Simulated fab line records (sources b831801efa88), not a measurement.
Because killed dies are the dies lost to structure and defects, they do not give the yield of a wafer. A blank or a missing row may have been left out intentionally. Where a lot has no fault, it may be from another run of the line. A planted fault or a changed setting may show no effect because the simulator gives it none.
A lot that was struck, set against a sound lot -- flow sky130 -- 34 out of 708 route steps
Sound: the wafers L931.2, L931.3, L931.5. Struck: wafers L923.1, L923.3, L923.5. Last of all comes the cause.
Order at every step that has rows: each side's tool, ch and its chambers, its first start. Under that, the readings that differ: sound wafers -- struck wafers -- difference of the means -- sigmas: that difference in standard deviations of wafers without a fault.
alike: readings with means less than 2 such deviations apart, plus words and numbers identical on both sides. not compared: withheld readings, readings lacking a value on some wafer, bounds such as >300 that could conceal the same value, and numbers that have no deviation in the record and whose values overlap.
A row with sigmas, a row that says differs or no value, or rows on one side alone: a step with any of these is where the two part. Numbers that don't overlap but have no deviation are shown without sigmas and don't part them. A reading that every wafer of one side lacks parts them only if that side has two wafers or more.

first, 7 steps without rows for these wafers: SKY_SONOS_TUNNEL_DEVELOP_06 (develop time 60 s); SKY_SONOS_TUNNEL_IMPLANT_09; SKY_SONOS_TUNNEL_WET_ETCH_10 (etches SiO2 in dHF, target depth 14 nm, time 280 s); SKY_SONOS_TUNNEL_STRIP_11 (strips in SPM, time 600 s); SKY_SONOS_TUNNEL_CLEAN_13 (cleans in dHF, time 20 s); SKY_SONOS_ONO_OXIDATION_00 (stabilise 600 s, purge 300 s, target thk 2.6 nm); SKY_SONOS_ONO_CVD_02 (deposits Si3N4 from DCS/NH3, target thk 10.5 nm, time 180 s).
SKY_SONOS_ONO_CVD_04: deposits SiO2 from SiH4/N2O, target thk 5.7199 nm.
  sound on lpcvd-03 ch 1, day 18 19:41; struck on lpcvd-03 ch 1, day 15 18:36
reading,sound,struck,difference,sigmas
spikeTcCentreC (C),904.3 903.8 904.9,924.6 922.9 924.4,+19.6,+20
zonePowerCentrePct (%),18.51 18.43 18.31,25.94 26.08 25.81,+7.53,+28
zonePowerLowerPct (%),15.5 15.1 15.5,12.3 12.2 12.2,-3.1,-6
zonePowerUpperPct (%),19.1 18.8 19.0,14.9 14.7 14.9,-4.1,-8
  alike: spikeTcLowerC, spikeTcUpperC
  not compared: model.SiO2_of_SONOS_ONO_CVD_04.thkNm
SKY_SONOS_ONO_THK_MEAS_05:
  sound on filmMetro-04, day 18 20:57; struck on filmMetro-02, day 15 19:51
  alike: SONOS_ONO_CVD_04_THK
then, 23 steps without rows for these wafers: SKY_SONOS_ONO_DEHYDRATE_06 (time 60 s); SKY_SONOS_ONO_HMDS_07 (prime time 60 s); SKY_SONOS_ONO_COAT_08 (resist thk 1140 nm); SKY_SONOS_ONO_SOFTBAKE_09 (time 60 s); SKY_SONOS_ONO_EXPOSE_10 (exposes mask ONOM, target cd 410 nm); SKY_SONOS_ONO_PEB_11; SKY_SONOS_ONO_DEVELOP_12 (develop time 60 s); SKY_SONOS_ONO_ETCH_15 (etches the open film in CHF3/O2, target depth 19.52 nm, time 7.8 s); SKY_SONOS_ONO_WET_ETCH_16 (etches SiO2 in dHF, target depth 14 nm, time 280 s); SKY_SONOS_ONO_STRIP_17 (strips in O2/N2); SKY_SONOS_ONO_WET_ETCH_18 (etches Si3N4 in H3PO4, target depth 15 nm, time 172 s); SKY_GATE_OXIDE_CLEAN_00 (cleans in SC1/SC2, time 150 s); SKY_GATE_OXIDE_OXIDATION_01 (stabilise 600 s, purge 300 s, target thk 10.268 nm); SKY_GATE_OXIDE_DEHYDRATE_03 (time 60 s); SKY_GATE_OXIDE_HMDS_04 (prime time 60 s); SKY_GATE_OXIDE_COAT_05 (resist thk 1140 nm); SKY_GATE_OXIDE_SOFTBAKE_06 (time 60 s); SKY_GATE_OXIDE_EXPOSE_07 (exposes mask LVOM, target cd 600 nm); SKY_GATE_OXIDE_PEB_08; SKY_GATE_OXIDE_DEVELOP_09 (develop time 60 s); SKY_GATE_OXIDE_IMPLANT_11; SKY_GATE_OXIDE_WET_ETCH_12 (etches SiO2 in dHF, target depth 16.8 nm, time 336 s); SKY_GATE_OXIDE_STRIP_13 (strips in O2/N2).
-- the record jumps here: 2 days lie between the struck wafers' starts before and after --
SKY_GATE_OXIDE_CLEAN_15: cleans in SC1/SC2, time 150 s.
  sound on wetBench-01 ch 2, day 21 12:28; struck on wetBench-02 ch 1, day 18 06:19
  not compared: model.SiO2_of_SONOS_ONO_CVD_04.thkNm
-- a jump in the record: the struck wafers' starts before and after are 31 days apart (it breaks off in module GATE_OXIDE and resumes in module PAD_OPEN, where the first step shown is number 708 of the route) --
SKY_PAD_OPEN_PROBE_99:
  sound on prober-01, day 50 18:34; struck on prober-01, day 49 01:23
reading,sound,struck,difference,sigmas
model.etest.sonosUncharged.rOnOhmUm,831.1 817.1 821.2,843.4 839.9 846.7,+20.2,
model.etest.capOno.gateLog10ACm2,-8.631 -8.688 -8.694,-8.726 -8.724 -9.148,-0.195,
model.etest.sonosErased.vtV (V),-2.047 -2.011 -2.057,-1.953 -1.951 -1.768,+0.148,
  alike: killed_at_M0_to_M3, killed_at_M4_up, killedAtContacts, killedAtFrontEnd, killedAtOther, killedDies, killedOpen, killedShort
  not compared: model.etest.sonosErased.driveUaUm, model.etest.sonosProgrammed.offLog10AUm, model.etest.capOno.gateBvV, model.etest.capOno.toxAccNm, model.etest.sonosProgrammed.vtV

== WHERE THEY PART ==
Only at SKY_SONOS_ONO_CVD_04, as far as this record shows. Later steps at which nothing parts them and some readings are alike: SKY_SONOS_ONO_THK_MEAS_05, SKY_PAD_OPEN_PROBE_99.

WHY: whatever the simulator had introduced
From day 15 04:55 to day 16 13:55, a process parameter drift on lpcvd-03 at SKY_SONOS_ONO_CVD_04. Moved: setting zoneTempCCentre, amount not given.
